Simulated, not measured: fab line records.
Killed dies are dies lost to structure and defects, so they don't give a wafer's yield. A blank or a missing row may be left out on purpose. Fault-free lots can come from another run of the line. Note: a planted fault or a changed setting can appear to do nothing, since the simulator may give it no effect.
Problem report in the 8D (eight disciplines) form, filled by code ; flow sky130 ; the parts of the form that need people (team, actions taken, sign-off) are left out

## 1. THE PROBLEM
Across 6 wafers from 2 lots, LI_CONTACT_HDPCVD_THK at SKY_LI_CONTACT_THK_MEAS_01 averages 745 nm, while fault-free wafers read 934 nm with a standard deviation of 7.8. That puts it -24 standard deviations away from the usual mean.
Earliest sighting: wafer L581.1 on filmMetro-03 at day 29 16:55. Wafers with a number at this step in the record: 33, from 11 lots. The rule behind "out" and "out of limits": a value lying over 4 standard deviations away from the usual mean. The rest of the wafers with a number are treated as sound.

## 2. WHAT IT IS, AND WHAT IT ISN'T
question;is;is not
which readings at this step;LI_CONTACT_HDPCVD_THK;-
which lots;L581, L582;L579, L580, L591, L593, L595, L597, L599, L600, L601
which wafers of those lots;all that have a number;-
read on which gauges;filmMetro-03;filmMetro-02, filmMetro-04
when;from day 29 16:55;"up to then (6 sound wafers); but 21 sound wafers of L591, L593, L595, L597, L599, L600, L601 came after"

## 3. SUSPECTS, AND WHAT RULES EACH OUT
Counting: a tool at any process step up to the reading remains a suspect when it ran all the lots that are out and ran no sound lot after the first of those.
- the gauge at SKY_LI_CONTACT_THK_MEAS_01: ruled out. All the wafers that are out were read on filmMetro-03, but those of them that SKY_LI_CONTACT_HDPCVD_00 has rows for are out there too, on other tools.
- hdpcvd-01 at SKY_LI_CONTACT_HDPCVD_00 (deposits PSG, target thk 930 nm, time 155 s): ruled out as a lasting fault. After its first lot that is out, L581 (day 29 16:46), sound lots L591, L593, L595, L597, L600, L601 ran on it.
Left after counting: nothing in the record.

## 4. THE CAUSE (what the simulator had put in)
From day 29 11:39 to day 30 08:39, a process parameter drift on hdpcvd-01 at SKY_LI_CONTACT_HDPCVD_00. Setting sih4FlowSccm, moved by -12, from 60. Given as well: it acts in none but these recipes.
It was ruled out by counting, in error; the rule expects a fault to strike all lots run on its tool from its start on, and this fault did not.

## 5. THE EFFECT CHAIN, in route order
Rows list readings where the struck wafers' mean (over those with a number) sits beyond 3 standard deviations from the usual. Scope: only readings with a usual standard deviation given in the record; hours: median across lots of the time from each lot's start at the first step in this table that gives one to its start at this step; sigmas: change in usual standard deviations.
hours;step;reading;usual;on struck wafers;change;sigmas
0;SKY_LI_CONTACT_HDPCVD_00;sih4FlowSccm;59.99 sccm;47.98;-12.01;-67
0;SKY_LI_CONTACT_THK_MEAS_01;LI_CONTACT_HDPCVD_THK;934 nm;745;-189;-24
4;SKY_LI_CONTACT_CMP_02;timeToEndpointS;32.3 s;14.7;-17.6;-6.8
Its process steps:
- SKY_LI_CONTACT_HDPCVD_00: deposits PSG, target thk 930 nm, time 155 s.
- SKY_LI_CONTACT_CMP_02: polishes PSG.
Later measuring or inspecting steps at which every struck wafer that the step has a row for has a number for every such reading, and none has moved that far: SKY_LOCAL_INTERCONNECT_THK_MEAS_02.

## 6. HOW IT WOULD HAVE BEEN CAUGHT EARLIER
5 hours passed between the start of the fault at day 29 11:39 and the first reading out of limits at a measuring or inspecting step in this record, taken at day 29 16:55.
At SKY_LI_CONTACT_HDPCVD_00, the tool's own readings (sih4FlowSccm) were out on each struck wafer the step has a row for, so an alarm limit on them would have fired on the first such wafer.
